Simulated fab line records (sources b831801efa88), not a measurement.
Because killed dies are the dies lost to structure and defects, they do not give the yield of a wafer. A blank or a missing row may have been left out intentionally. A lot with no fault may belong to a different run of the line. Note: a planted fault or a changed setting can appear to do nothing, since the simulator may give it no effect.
8D (eight disciplines) problem report, filled in by code + flow sky130 + the parts of the form that need people (team, actions taken, sign-off) are left out

## 1. THE PROBLEM
Across 6 wafers from 2 lots, NWELL_RS at SKY_NWELL_RS_MEAS_29 averages 647.4 ohm/sq, while fault-free wafers read 624.4 ohm/sq with a standard deviation of 1.5. Measured from the usual mean, that is +15 standard deviations.
The step: measures by four-point-probe.
Earliest sighting: wafer L886.1 on film_metro-03 at day 9 02:46. The record holds 36 wafers of 12 lots with a number at this step. Rule for "out" (also "out of limits"): further than 4 standard deviations from the usual mean. The other wafers with a number count as sound.

## 2. WHAT IT IS, WHAT IT ISN'T
| question                    | is                           | is not                                                                    |
|-----------------------------|------------------------------|---------------------------------------------------------------------------|
| which readings at this step | NWELL_RS                     | -                                                                         |
| which lots                  | L886, L889                   | L874, L875, L876, L877, L878, L881, L884, L885, L894, L895                |
| which wafers of those lots  | all that have a number       | -                                                                         |
| read on which gauges        | film_metro-02, film_metro-03 | film_metro-01                                                             |
| when                        | from day 9 02:46             | up to then (24 sound wafers); but 6 sound wafers of L894, L895 came after |

## 3. SUSPECTS, AND WHAT RULES EACH OUT
Counting: a tool stays on the suspect list if, at a process step up to the reading, it processed all lots that are out and no sound lot following the first of them.
- ruled out: the gauge at SKY_NWELL_RS_MEAS_29. 2 gauges (film_metro-02, film_metro-03) read the wafers that are out.
- implanter-02 at SKY_NWELL_IMPLANT_13: kept. All lots that are out passed through it, beginning with L886 at day 8 05:02, and no sound lot followed; its final sound lot before that point was L885 at day 7 22:15. On those wafers its own readings are out: dose_ions_cm2, faraday_current_uA.
After counting, what remains is implanter-02 at SKY_NWELL_IMPLANT_13.

## 4. THE CAUSE (what the simulator had put in)
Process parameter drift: implanter-02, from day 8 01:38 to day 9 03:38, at SKY_NWELL_IMPLANT_13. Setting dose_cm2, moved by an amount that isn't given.
Only this tool survived the counting.

## 5. SEQUENCE OF EFFECTS, ordered by route
One row per reading whose mean, taken over the struck wafers that have a number, lies over 3 standard deviations from the usual. Readings are gone through only where the record gives a usual standard deviation; hours: the median, over the lots, of the time from a lot's start at the first step in this table giving one to that lot's start at this step; sigmas: the change measured in usual standard deviations.
| hours | step                 | reading            | usual        | on struck wafers | change     | sigmas      |
|-------|----------------------|--------------------|--------------|------------------|------------|-------------|
| 0     | SKY_NWELL_IMPLANT_13 | dose_ions_cm2      | 7.001e+11    | 7.095e+10        | -6.292e+11 | -99 or more |
| 0     | SKY_NWELL_IMPLANT_13 | faraday_current_uA | 3.97         | 0.40             | -3.57      | -46         |
| 22    | SKY_NWELL_RS_MEAS_29 | NWELL_RS           | 624.4 ohm/sq | 647.4            | +23.0      | +15         |
Its process steps:
- SKY_NWELL_IMPLANT_13
Later measuring or inspecting steps at which every struck wafer that the step has a row for has a number for every such reading, and none has moved that far: SKY_SONOS_TUNNEL_OVL_MEAS_08.

## 6. HOW IT WOULD HAVE BEEN CAUGHT EARLIER
25 hours passed between the start of the fault at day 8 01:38 and the first reading out of limits at a measuring or inspecting step in this record, taken at day 9 02:46.
The tool's own readings at SKY_NWELL_IMPLANT_13 were out on every struck wafer that the step has a row for (dose_ions_cm2, faraday_current_uA): an alarm limit on them would have fired on the first of those.
Each of the lots that are out, 2 in all, had begun SKY_NWELL_IMPLANT_13 on implanter-02 no later than day 9 02:46. Holding the tool at that point would not have protected any of them.
